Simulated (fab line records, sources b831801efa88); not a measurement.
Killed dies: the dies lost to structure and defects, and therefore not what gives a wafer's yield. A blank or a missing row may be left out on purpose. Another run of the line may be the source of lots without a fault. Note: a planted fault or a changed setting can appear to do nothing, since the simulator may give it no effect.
Comparing a struck lot with a sound one + flow sky130 + 18 steps out of a route of 708
Sound: these wafers, L888.2, L888.3, L888.4. Wafers L886.1, L886.3, L886.5 were the ones struck. The cause is named last.
At each step with rows: each side's tool, then ch and its chambers, then its first start. Under that, the readings that differ: sound wafers + struck wafers + difference of the means + sigmas: that difference in standard deviations of wafers without a fault.
alike: readings with means less than 2 such deviations apart, plus words and numbers identical on both sides. not compared: withheld readings, readings lacking a value on some wafer, bounds such as >300 that could conceal the same value, and numbers that have no deviation in the record and whose values overlap.
A row with sigmas, a row that says differs or no value, or rows on one side alone: a step with any of these is where the two part. Non-overlapping numbers with no deviation appear without sigmas and do not part them. A reading missing from all wafers of one side parts the sides only when that side holds two or more wafers.

first, 3 steps without rows for these wafers: SKY_VT_ADJUST_HVTP_EXPOSE_04 (exposes mask HVTPM, target cd 380 nm); SKY_VT_ADJUST_HVTP_PEB_05; SKY_VT_ADJUST_HVTP_DEVELOP_06 (develop time 60 s).
SKY_VT_ADJUST_HVTP_CD_MEAS_07: target cd 380 nm.
  struck on cdSem-02, day 10 13:29; sound on cdSem-02, day 11 07:00
  alike: cdNm
SKY_VT_ADJUST_HVTP_OVL_MEAS_08:
  struck on overlay-01, day 10 13:36; sound on overlay-02, day 11 07:06
  alike: VT_ADJUST_HVTP_OVL
following that, these wafers have no rows for 1 step: SKY_VT_ADJUST_HVTP_IMPLANT_09.
SKY_VT_ADJUST_HVTP_STRIP_10: strips in O2/N2.
  sound on plasmaAsher-01 ch 0,1, day 11 07:17; struck on plasmaAsher-02 ch 0,1, day 10 13:47
  alike: drypumpMotorCurrentA, oesProductAu, stripTimeToEndpointS
  not compared: rfHoursCounterH
SKY_VT_ADJUST_HVTP_TW_MEAS_11:
  struck on filmMetro-01, day 10 13:53; sound on filmMetro-03, day 11 07:23
| reading           | sound          | struck         | difference | sigmas |
|-------------------|----------------|----------------|------------|--------|
| VT_ADJUST_HVTP_TW | 1354 1347 1347 | 1371 1374 1372 | +23        | +2     |
then, 4 steps without rows for these wafers: SKY_VT_ADJUST_LVTN_DEHYDRATE_00 (time 60 s); SKY_VT_ADJUST_LVTN_HMDS_01 (prime time 60 s); SKY_VT_ADJUST_LVTN_COAT_02 (resist thk 3000 nm); SKY_VT_ADJUST_LVTN_SOFTBAKE_03.
SKY_VT_ADJUST_LVTN_EXPOSE_04: exposes mask NWM COMPLEMENT LESS NATIVE, target cd 840 nm.
  sound on ilineStepper-01 ch 0, day 11 19:06; struck on ilineStepper-02 ch 0, day 11 00:53
| reading                              | sound                   | struck            | difference | sigmas |
|--------------------------------------|-------------------------|-------------------|------------|--------|
| focusOffsetNm (nm)                   | -0.3 0.0 -0.6           | 1.4 0.4 0.5       | +1.1       | +2     |
| model.VT_ADJUST_LVTN.overlayXNm (nm) | -0.6909 -0.6909 -0.6909 | 199.2 199.2 199.2 | +199.9     |        |
  alike: mask
then, 2 steps without rows for these wafers: SKY_VT_ADJUST_LVTN_PEB_05; SKY_VT_ADJUST_LVTN_DEVELOP_06 (develop time 60 s).
SKY_VT_ADJUST_LVTN_OVL_MEAS_07:
  struck on overlay-02, day 11 12:53; sound on overlay-02, day 12 06:41
| reading                 | sound          | struck            | difference | sigmas      |
|-------------------------|----------------|-------------------|------------|-------------|
| VT_ADJUST_LVTN_OVL (nm) | -1.3 -1.8 -0.7 | 197.2 198.1 196.4 | +198.5     | +99 or more |
following that, these wafers have no rows for 1 step: SKY_VT_ADJUST_LVTN_IMPLANT_08.
-- record jumps: 38 days separate the struck wafers' starts on either side; left off in module VT_ADJUST_LVTN, taken up again in module PAD_OPEN, whose first shown step is the route's number 708 --
SKY_PAD_OPEN_PROBE_99:
  struck on prober-01, day 49 20:21; sound on prober-01, day 50 05:46
| reading                               | sound                   | struck                  | difference | sigmas |
|---------------------------------------|-------------------------|-------------------------|------------|--------|
| killedAtFrontEnd                      | 17 22 15                | 40 33 28                | +16        | +4     |
| model.etest.sramPfetLatch.offLog10AUm | -12.88 -12.86 -12.76    | -12.27 -12.02 -12.26    | +0.65      |        |
| model.etest.sramPfetLatch.vtSatV (V)  | -0.7762 -0.7742 -0.7837 | -0.7472 -0.723 -0.7457  | +0.0394    |        |
| model.etest.sramPfetLatch.vtV (V)     | -0.9057 -0.9055 -0.9166 | -0.8873 -0.8657 -0.8904 | +0.0281    |        |
  alike: killed_at_M0_to_M3, killed_at_M4_up, killedAtContacts, killedAtOther, killedDies, killedOpen, killedShort

WHERE THEY PART
At SKY_VT_ADJUST_HVTP_TW_MEAS_11 first; at SKY_PAD_OPEN_PROBE_99 last (within this record only).

WHY: the cause the simulator had injected
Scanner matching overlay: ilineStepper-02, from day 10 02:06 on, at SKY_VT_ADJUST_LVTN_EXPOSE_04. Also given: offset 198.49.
